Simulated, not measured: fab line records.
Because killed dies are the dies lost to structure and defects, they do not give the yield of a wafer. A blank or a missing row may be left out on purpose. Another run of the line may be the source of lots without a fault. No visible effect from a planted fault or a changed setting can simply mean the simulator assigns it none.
What tool caused it?    flow gf180mcu    12 lots, 36 wafers sampled, at 3 steps of a route of 602

## WHAT EACH GAUGE READ, for each wafer
GF_M3_OVL_MEAS_15. Usual: for M3_OVL the level is 0 nm and the standard deviation is 5.2.
lot   measured      on          M3_OVL (nm)  flag
L347  day 21 04:03  overlay-02  -6 2 -5      
L350  day 22 16:50  overlay-02  2 2 6        
L351  day 22 23:29  overlay-01  7 3 9        
L352  day 23 12:41  overlay-02  -5 -5 -1     
L353  day 23 20:28  overlay-02  -6 0 -8      
L355  day 24 09:20  overlay-02  3 0 -10      
L357  day 24 23:16  overlay-01  -5 -1 2      
L358  day 25 18:33  overlay-01  5 1 3        
L359  day 26 00:05  overlay-02  0 -3 -3      
L360  day 26 03:43  overlay-01  1 1 -9       
L361  day 26 21:47  overlay-02  3 -8 -8      
L369  day 29 04:02  overlay-01  -3 0 1       

## TOOL THAT RAN EACH LOT (tool first, then ch and the chambers of the sampled wafers, then the start)
lot   GF_V1_STRIP_18                        GF_V2_SPUTTER_21
L347  plasma-asher-03 ch 0,1, day 17 23:55  pvd-sputter-02, day 20 03:19
L350  plasma-asher-04 ch 0,1, day 19 12:05  pvd-sputter-04, day 21 15:51
L351  plasma-asher-03 ch 0,1, day 19 19:17  pvd-sputter-01, day 21 22:47
L352  plasma-asher-01 ch 0,1, day 20 09:31  pvd-sputter-01, day 22 12:08
L353  plasma-asher-01 ch 0,1, day 20 16:32  pvd-sputter-02, day 22 20:20
L355  plasma-asher-01 ch 0,1, day 21 07:28  pvd-sputter-02, day 23 10:22
L357  plasma-asher-04 ch 0,1, day 21 22:34  pvd-sputter-04, day 24 00:11
L358  plasma-asher-04 ch 0,1, day 22 18:43  pvd-sputter-04, day 24 19:31
L359  plasma-asher-03 ch 0,1, day 23 00:04  pvd-sputter-04, day 25 01:04
L360  plasma-asher-01 ch 0,1, day 23 03:47  pvd-sputter-01, day 25 04:56
L361  plasma-asher-03 ch 0,1, day 23 23:49  pvd-sputter-04, day 26 00:02
L369  plasma-asher-03 ch 0,1, day 26 09:53  pvd-sputter-04, day 28 05:44
- GF_V1_STRIP_18: strips in O2/N2.
- GF_V2_SPUTTER_21: material Ti, target thk 15 nm, time 80.02 s.

## AS READ BY THE TOOLS THEMSELVES (means over the sampled wafers that have a number; for cases with no such wafer, the mark the record gives instead)
GF_V1_STRIP_18. Usual: drypump-motor-current-A 6.0 A, standard deviation 0.51; heater-power-w 339 W, standard deviation 37; oes-product-au 0.592 a.u., standard deviation 0.0048.
lot   tool             drypump-motor-current-A (A)  heater-power-w (W)  oes-product-au (a.u.)  flag
L347  plasma-asher-03  6.3                          332                 0.591                  
L350  plasma-asher-04  5.6                          288                 0.594                  
L351  plasma-asher-03  6.5                          345                 0.591                  
L352  plasma-asher-01  5.8                          380                 0.591                  
L353  plasma-asher-01  5.8                          377                 0.590                  
L355  plasma-asher-01  6.1                          355                 0.595                  
L357  plasma-asher-04  5.6                          291                 0.595                  
L358  plasma-asher-04  5.4                          306                 0.589                  
L359  plasma-asher-03  6.3                          348                 0.593                  
L360  plasma-asher-01  5.8                          380                 0.593                  
L361  plasma-asher-03  6.3                          347                 0.585                  
L369  plasma-asher-03  6.3                          347                 0.592                  

GF_V2_SPUTTER_21. Usual: cathode-dc-power-W 2500.0 W, standard deviation 0.45; chamber-pressure-pa 5.000 Pa, standard deviation 0.0097; throttle-valve-pct 30.1 %, standard deviation 1.2.
lot   tool            cathode-dc-power-W (W)  chamber-pressure-pa (Pa)  throttle-valve-pct (%)  flag
L347  pvd-sputter-02  2499.8                  5.004                     28.9                    
L350  pvd-sputter-04  2499.9                  4.994                     30.2                    
L351  pvd-sputter-01  2499.7                  5.004                     32.3                    
L352  pvd-sputter-01  2500.2                  4.991                     31.1                    
L353  pvd-sputter-02  2500.3                  4.997                     28.9                    
L355  pvd-sputter-02  2499.7                  4.999                     29.4                    
L357  pvd-sputter-04  2499.7                  5.007                     29.3                    
L358  pvd-sputter-04  2499.9                  4.994                     29.5                    
L359  pvd-sputter-04  2500.3                  4.869                     29.9                    OFF
L360  pvd-sputter-01  2500.0                  5.010                     31.4                    
L361  pvd-sputter-04  2500.0                  4.883                     29.4                    OFF
L369  pvd-sputter-04  2500.1                  4.992                     29.2                    

## THE ANSWER, worked out from the rows above alone
Rule: a lot is off if the mean of its wafers that have a number lies more than 3 standard deviations from the usual mean. A lot without any number at a reading at which 4 lots or more have one is off too. All remaining lots with rows at the step are treated as sound. After the gauges, taken in route order, come the tools' own readings; for these a lot's mean is taken, as printed above. At the first step where some lot is off, the reading lying furthest off is the one used; lots without a number count as furthest.
Off, at GF_V2_SPUTTER_21 on chamber-pressure-pa: L359, L361.
A tool fits if, at that step or a process step before it, it ran every lot that is off, and no sound lot after the first of them. None of those tried fits.

## WHAT WAS PUT IN BY THE SIMULATOR
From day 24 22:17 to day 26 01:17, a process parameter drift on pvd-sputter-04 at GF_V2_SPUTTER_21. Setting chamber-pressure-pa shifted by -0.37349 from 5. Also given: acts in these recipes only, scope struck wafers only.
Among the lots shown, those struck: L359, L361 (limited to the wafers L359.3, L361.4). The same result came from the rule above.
